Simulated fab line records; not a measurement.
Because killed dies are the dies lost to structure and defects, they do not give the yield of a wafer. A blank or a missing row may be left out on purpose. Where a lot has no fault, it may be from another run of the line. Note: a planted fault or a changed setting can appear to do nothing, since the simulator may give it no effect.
Matching of chambers	flow sky130	cmp-02 running SKY_CONTACT_CMP_27: 4 sister chambers
The step polishes, stops on SiO2, t overpolish 15 s, target thk 0 nm. 8 wafers are shown with their chamber, then 12 later ones without.

EACH WAFER AND ITS CHAMBER
wafer	chamber	motor current A (A)	time to endpoint s (s)
L086.5	0	10.7	82
L088.3	0	11.4	83
L087.2	3	10.5	79
L087.5	2	11.7	83
L087.6	1	11.1	80
L089.3	2	12.5	82
L089.4	1	11.4	80
L089.6	3	11.5	82

WAFERS MISSING THEIR CHAMBER
wafer	motor current A (A)	time to endpoint s (s)
L091.1	11.8	82
L091.4	11.3	85
L091.5	11.1	82
L092.2	11.4	83
L092.5	11.3	81
L092.6	11.3	85
L096.1	11.0	76
L096.2	10.6	76
L096.4	11.1	75
L097.4	11.2	81
L097.5	10.4	80
L097.6	11.8	77

CHAMBER TAKEN BY EACH
wafer	from the rows above	in truth
L091.1	can't be placed: 2 or 0 or 3 or 1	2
L091.4	can't be placed: 0 or 2 or 3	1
L091.5	can't be placed: 0 or 3 or 1 or 2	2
L092.2	can't be placed: 0 or 2 or 3 or 1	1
L092.5	can't be placed: 3 or 1 or 0 or 2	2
L092.6	can't be placed: 0 or 2 or 3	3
L096.1	can't be placed: 1 or 3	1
L096.2	can't be placed: 1 or 3 or 0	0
L096.4	can't be placed: 1 or 3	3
L097.4	can't be placed: 3 or 1 or 0 or 2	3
L097.5	can't be placed: 3 or 1 or 0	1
L097.6	can't be placed: 1 or 3 or 2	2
Correctly placed: 0 of 12. Unplaceable from these rows: 12, with the true chamber sitting among the candidates in 11. Wrongly placed: 0.
How it was worked out, from the rows above alone: a wafer's distance from a chamber is the root of the sum, over the readings, of the square of ((its reading less the chamber's mean) divided by the reading's scatter). If the next closest chamber is less than 2 further off than the closest, the wafer can't be placed; otherwise it belongs to the closest. Each chamber's mean is taken over the wafers shown for it. The scatter is the square root of a quotient: the sum, over the shown wafers, of each reading's squared deviation from its chamber's mean, divided by wafers minus chambers.
